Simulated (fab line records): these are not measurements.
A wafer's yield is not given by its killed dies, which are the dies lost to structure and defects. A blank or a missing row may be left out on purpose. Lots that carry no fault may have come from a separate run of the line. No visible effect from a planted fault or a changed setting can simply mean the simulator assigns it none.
What tool caused it? ; flow sky130 ; 72 wafers from 24 lots sampled at 3 of the route's 708 steps

## WHAT THE GAUGES SHOWED, per wafer
SKY_FIELD_ISO_THK_MEAS_02. Usual: FIELD_ISO_OXIDATION_00_THK gives 12.15 nm (standard deviation 0.19).
lot;measured;on;FIELD_ISO_OXIDATION_00_THK (nm);flag
L074;day 1 12:05;film-metro-01;12.05 12.21 12.21;
L075;day 1 17:46;film-metro-04;12.24 12.34 12.52;
L076;day 1 22:09;film-metro-03;12.04 12.00 11.96;
L077;day 2 03:43;film-metro-03;12.21 11.97 12.05;
L078;day 2 07:38;film-metro-01;12.06 12.08 12.26;
L079;day 2 13:04;film-metro-04;12.36 12.50 12.36;
L080;day 2 17:41;film-metro-01;12.51 12.48 12.40;
L081;day 3 00:59;film-metro-04;12.12 12.20 12.39;
L082;day 3 03:39;film-metro-01;12.13 12.14 12.21;
L083;day 3 09:17;film-metro-04;11.83 11.84 11.93;
L084;day 3 15:03;film-metro-04;11.88 11.96 12.09;
L085;day 3 19:30;film-metro-04;12.10 12.12 12.34;
L086;day 4 00:07;film-metro-04;12.02 11.98 12.36;
L087;day 4 04:38;film-metro-03;12.04 12.40 12.06;
L088;day 4 10:25;film-metro-01;12.15 12.21 12.16;
L089;day 4 17:31;film-metro-04;12.10 12.06 12.40;
L090;day 4 23:02;film-metro-04;11.94 11.79 12.07;
L091;day 5 02:28;film-metro-03;12.05 12.02 11.95;
L092;day 5 06:55;film-metro-01;11.97 11.84 12.08;
L093;day 5 11:28;film-metro-04;12.23 12.51 12.17;
L094;day 5 16:23;film-metro-04;12.07 12.02 12.13;
L095;day 5 20:38;film-metro-03;12.05 11.93 11.94;
L096;day 6 02:09;film-metro-03;12.01 12.11 12.15;
L097;day 6 08:44;film-metro-04;12.70 12.43 12.49;

SKY_VT_ADJUST_NCORE_OVL_MEAS_08. Usual: VT_ADJUST_NCORE_OVL gives -0.5 nm (standard deviation 1.8).
lot;measured;on;VT_ADJUST_NCORE_OVL (nm);flag
L074;day 8 08:22;overlay-02;-1.9 -2.2 -1.9;
L075;day 8 19:03;overlay-02;-1.0 3.4 3.6;
L076;day 8 23:10;overlay-01;-0.1 1.2 -1.7;
L077;day 9 14:16;overlay-01;1.9 2.2 3.5;
L078;day 9 18:30;overlay-01;0.2 2.6 1.8;
L079;day 10 03:34;overlay-01;-0.3 -1.6 -0.1;
L080;day 10 09:22;overlay-01;0.4 -0.9 -1.5;
L081;day 10 14:25;overlay-02;3.2 2.2 1.9;
L082;day 10 23:34;overlay-02;-2.5 -0.4 -1.8;
L083;day 11 17:42;overlay-01;0.6 -0.3 0.1;
L084;day 11 21:49;overlay-02;0.5 0.2 1.3;
L085;day 12 06:07;overlay-01;-1.3 -0.7 -1.0;
L086;day 12 05:10;overlay-01;-0.7 0.8 0.8;
L087;day 12 10:04;overlay-01;-1.1 -1.6 -2.7;
L088;day 12 15:56;overlay-01;-1.5 -2.4 -0.7;
L089;day 13 01:49;overlay-01;-2.0 -2.9 -0.2;
L090;day 13 10:31;overlay-01;-1.7 -0.2 -1.4;
L091;day 13 15:51;overlay-02;-1.8 -1.3 1.0;
L092;day 13 19:21;overlay-02;-1.5 -0.3 -1.2;
L093;day 14 10:16;overlay-01;-0.2 1.0 1.7;
L094;day 14 15:35;overlay-01;-0.8 -2.6 -1.9;
L095;day 14 22:21;overlay-02;-1.4 -2.9 -5.4;
L096;day 15 03:45;overlay-01;-2.7 -2.9 -2.2;
L097;day 15 08:34;overlay-01;0.2 -2.1 -2.7;

SKY_CAPM_OVL_MEAS_12. Usual: CAPM_OVL gives -0.1 nm (standard deviation 1.5).
lot;measured;on;CAPM_OVL (nm);flag
L074;day 37 02:21;overlay-01;1.7 1.0 2.1;
L075;day 37 21:53;overlay-02;-0.1 -1.4 0.1;
L076;day 37 23:44;overlay-01;-0.9 -3.5 -2.8;
L077;day 38 21:05;overlay-02;-1.7 -2.5 -1.8;
L078;day 39 01:14;overlay-02;-0.3 -1.2 -2.2;
L079;day 39 19:39;overlay-01;-2.6 -0.5 -1.2;
L080;day 39 16:41;overlay-01;-1.7 -1.6 -0.7;
L081;day 39 18:23;overlay-02;-0.4 -0.2 -1.8;
L082;day 40 05:57;overlay-01;-0.6 0.2 0.0;
L083;day 41 04:14;overlay-02;-0.7 1.3 2.5;
L084;day 41 01:41;overlay-02;-1.3 -1.9 0.7;
L085;day 41 12:30;overlay-02;-0.1 1.2 0.3;
L086;day 41 10:53;overlay-02;1.3 -1.5 0.3;
L087;day 41 10:14;overlay-02;-0.6 -1.1 0.1;
L088;day 41 14:52;overlay-02;-0.2 -1.1 1.0;
L089;day 42 02:29;overlay-01;0.5 -2.6 -1.7;
L090;day 42 05:11;overlay-02;2.3 3.7 0.9;
L091;day 42 13:56;overlay-02;1.2 0.1 -0.3;
L092;day 42 15:02;overlay-02;-1.1 1.3 1.5;
L093;day 43 07:47;overlay-02;2.1 2.3 0.3;
L094;day 43 10:47;overlay-02;-0.1 2.0 0.6;
L095;day 43 16:29;overlay-02;1.3 -0.4 -0.4;
L096;day 43 23:32;overlay-02;1.1 2.1 2.4;
L097;day 44 02:20;overlay-02;-0.5 -0.8 -1.3;

## WHAT TOOL EACH LOT RAN ON (gives the tool, then ch and the chambers of the sampled wafers, and finally the start)
The record shows no process step preceding these readings.

## AS READ BY THE TOOLS THEMSELVES (means over the sampled wafers that have a number; for cases with no such wafer, the mark the record gives instead)
The record holds no such reading with a usual standard deviation.

## THE ANSWER, worked out from the rows above alone
Rule: take the mean of a lot's wafers that have a number; if it is more than 3 standard deviations from the usual mean, the lot is off. A lot without any number at a reading at which 4 lots or more have one is off too. All remaining lots with rows at the step are treated as sound. After the gauges, taken in route order, come the tools' own readings; for these a lot's mean is taken, as printed above. The first step at which some lot is off is used, and at that step the reading that is off furthest; a lot without a number counts as furthest.
None of the lots is off at any reading shown; this tells nothing.

## WHAT THE SIMULATOR PUT IN
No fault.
